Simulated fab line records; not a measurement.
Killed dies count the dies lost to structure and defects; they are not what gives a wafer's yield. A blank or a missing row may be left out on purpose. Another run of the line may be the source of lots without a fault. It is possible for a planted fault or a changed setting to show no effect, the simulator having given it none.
Which tool is to blame?    flow gf180mcu    11 lots with 33 wafers sampled at 6 steps, on a route of 602 steps

WHAT EACH GAUGE READ, for each wafer
GF_M2_RS_MEAS_05: uses a four-point probe to measure. Usual: M2_ALCU_RS 0.0693 ohm/sq, standard deviation 0.0011.
lot   measured      on            M2_ALCU_RS (ohm/sq)                        flag
L901  day 18 01:34  filmMetro-02  0.0696 0.0690 0.0697                       
L902  day 18 13:28  filmMetro-01  0.0696 0.0671 0.0699                       
L903  day 18 21:02  filmMetro-02  0.0679 0.0679 0.0697                       
L904  day 19 08:14  filmMetro-03  0.0691 0.0703 0.0697                       
L905  day 19 12:43  filmMetro-02  0.0674 0.0683 0.0675                       
L910  day 21 11:58  filmMetro-03  0.0544 0.0551 0.0701 0.0544 0.0552 0.0700  OFF
L916  day 23 13:12  filmMetro-02  0.0692 0.0707 0.0705                       
L917  day 23 17:16  filmMetro-03  0.0691 0.0704 0.0696                       
L919  day 24 13:22  filmMetro-02  0.0691 0.0697 0.0706                       
L922  day 25 19:31  filmMetro-03  0.0684 0.0688 0.0688                       
L923  day 26 07:13  filmMetro-03  0.0692 0.0701 0.0699                       

GF_M2_THK_MEAS_06: measures by xrf. Usual: M2_ALCU_THK 450 nm, standard deviation 8.9.
lot   measured      on            M2_ALCU_THK (nm)         flag
L901  day 18 01:41  filmMetro-02  447 452 448              
L902  day 18 13:35  filmMetro-01  453 468 445              
L903  day 18 21:10  filmMetro-02  461 459 448              
L904  day 19 08:22  filmMetro-03  448 439 440              
L905  day 19 12:50  filmMetro-02  465 459 463              
L910  day 21 18:09  filmMetro-03  569 559 441 564 556 439  OFF
L916  day 23 13:19  filmMetro-02  451 444 443              
L917  day 23 17:23  filmMetro-03  446 437 442              
L919  day 24 13:29  filmMetro-02  452 448 442              
L922  day 25 19:38  filmMetro-03  456 451 449              
L923  day 26 07:19  filmMetro-03  445 438 444              

WHAT TOOL EACH LOT RAN ON (gives the tool, then ch and the chambers of the sampled wafers, and finally the start)
lot   GF_V1_SPUTTER_22             GF_V1_CMP_26                   GF_M2_SPUTTER_01             GF_M2_SPUTTER_02
L901  pvdSputter-01, day 18 00:43  cmp-01 ch 0,2,3, day 18 01:02  pvdSputter-01, day 18 01:26  pvdSputter-01, day 18 01:28
L902  pvdSputter-03, day 18 12:36  cmp-02 ch 1,3, day 18 12:59    pvdSputter-03, day 18 13:20  pvdSputter-03, day 18 13:22
L903  pvdSputter-03, day 18 20:11  cmp-01 ch 0,1,2, day 18 20:34  pvdSputter-02, day 18 20:55  pvdSputter-02, day 18 20:57
L904  pvdSputter-03, day 19 07:23  cmp-01 ch 1,2, day 19 07:46    pvdSputter-01, day 19 08:07  pvdSputter-01, day 19 08:09
L905  pvdSputter-03, day 19 11:51  cmp-01 ch 1,2,3, day 19 12:17  pvdSputter-03, day 19 12:35  pvdSputter-03, day 19 12:37
L910  pvdSputter-03, day 21 11:07  cmp-02 ch 0,1, day 21 11:30    pvdSputter-01, day 21 11:51  pvdSputter-01, day 21 11:53
L916  pvdSputter-03, day 23 12:20  cmp-02 ch 0,1,2, day 23 12:40  pvdSputter-01, day 23 13:04  pvdSputter-01, day 23 13:05
L917  pvdSputter-04, day 23 16:24  cmp-02 ch 0,2, day 23 16:47    pvdSputter-01, day 23 17:08  pvdSputter-01, day 23 17:10
L919  pvdSputter-03, day 24 12:31  cmp-01 ch 0,1, day 24 12:50    pvdSputter-01, day 24 13:14  pvdSputter-01, day 24 13:16
L922  pvdSputter-04, day 25 18:40  cmp-02 ch 1,2,3, day 25 18:59  pvdSputter-01, day 25 19:23  pvdSputter-01, day 25 19:25
L923  pvdSputter-01, day 26 06:19  cmp-02 ch 0,3, day 26 06:39    pvdSputter-02, day 26 07:03  pvdSputter-02, day 26 07:05
- GF_V1_SPUTTER_22: material TiN, target thk 10 nm, time 40 s.
- GF_V1_CMP_26: polishes, stops on SiO2, t overpolish 15 s, target thk 0 nm.
- GF_M2_SPUTTER_01: material TiN, target thk 30 nm, time 25 s.
- GF_M2_SPUTTER_02: material AlCu, target thk 450 nm, time 23.9 s.

WHAT THE TOOLS THEMSELVES READ (means of the sampled wafers that have a number; where no wafer has one, the mark that the record gives instead)
GF_V1_SPUTTER_22. Usual: throttleValvePct 29.9 %, standard deviation 1.1.
lot   tool           throttleValvePct (%)  flag
L901  pvdSputter-01  29.7                  
L902  pvdSputter-03  29.8                  
L903  pvdSputter-03  30.6                  
L904  pvdSputter-03  29.4                  
L905  pvdSputter-03  31.4                  
L910  pvdSputter-03  30.2                  
L916  pvdSputter-03  30.8                  
L917  pvdSputter-04  29.9                  
L919  pvdSputter-03  30.5                  
L922  pvdSputter-04  29.8                  
L923  pvdSputter-01  30.0                  

GF_V1_CMP_26. Usual: motorCurrentA 10.7 A, standard deviation 0.69; overpolishRunS 15.000 s, standard deviation 0.0099; retainingRingPressureFrac 1.000, standard deviation 0.0048; timeToEndpointS 84 s, standard deviation 5.2.
lot   tool    motorCurrentA (A)  overpolishRunS (s)  retainingRingPressureFrac  timeToEndpointS (s)  flag
L901  cmp-01  10.3               14.999              1.001                      81                   
L902  cmp-02  10.6               15.003              0.996                      86                   
L903  cmp-01  10.8               14.997              1.002                      79                   
L904  cmp-01  10.7               14.999              1.005                      77                   
L905  cmp-01  10.5               15.003              1.000                      79                   
L910  cmp-02  11.5               15.006              1.000                      81                   
L916  cmp-02  10.9               14.991              1.001                      86                   
L917  cmp-02  10.3               15.005              0.998                      92                   
L919  cmp-01  11.1               15.000              1.002                      80                   
L922  cmp-02  10.5               15.001              0.999                      89                   
L923  cmp-02  11.3               14.999              0.996                      86                   

GF_M2_SPUTTER_01. Usual: throttleValvePct 30.1 %, standard deviation 1.
lot   tool           throttleValvePct (%)  flag
L901  pvdSputter-01  29.8                  
L902  pvdSputter-03  28.9                  
L903  pvdSputter-02  30.1                  
L904  pvdSputter-01  30.2                  
L905  pvdSputter-03  30.2                  
L910  pvdSputter-01  29.4                  
L916  pvdSputter-01  29.6                  
L917  pvdSputter-01  29.4                  
L919  pvdSputter-01  29.8                  
L922  pvdSputter-01  29.6                  
L923  pvdSputter-02  30.5                  

GF_M2_SPUTTER_02. Usual: throttleValvePct 30.1 %, standard deviation 1.
lot   tool           throttleValvePct (%)  flag
L901  pvdSputter-01  29.8                  
L902  pvdSputter-03  28.7                  
L903  pvdSputter-02  30.2                  
L904  pvdSputter-01  30.1                  
L905  pvdSputter-03  30.1                  
L910  pvdSputter-01  29.4                  
L916  pvdSputter-01  29.5                  
L917  pvdSputter-01  29.3                  
L919  pvdSputter-01  29.8                  
L922  pvdSputter-01  29.6                  
L923  pvdSputter-02  30.7                  

THE ANSWER, worked out from the rows above alone
Rule: lot off if the mean of its wafers having a number is beyond 3 standard deviations from the usual mean. A lot without any number at a reading at which 4 lots or more have one is off too. All remaining lots with rows at the step are treated as sound. First the gauges in route order, then the tools' own readings, where a lot's mean is used as printed above. The first step at which some lot is off is used, and at that step the reading that is off furthest; a lot without a number counts as furthest.
Off: L910, at GF_M2_RS_MEAS_05 (M2_ALCU_RS).
If a tool, at a process step before that reading, ran all the lots that are off and no sound lot after the first of them, it fits. The gauges at GF_M2_RS_MEAS_05 are tried like those tools. No candidate that was tried fits.

WHAT HAD BEEN PUT IN BY THE SIMULATOR
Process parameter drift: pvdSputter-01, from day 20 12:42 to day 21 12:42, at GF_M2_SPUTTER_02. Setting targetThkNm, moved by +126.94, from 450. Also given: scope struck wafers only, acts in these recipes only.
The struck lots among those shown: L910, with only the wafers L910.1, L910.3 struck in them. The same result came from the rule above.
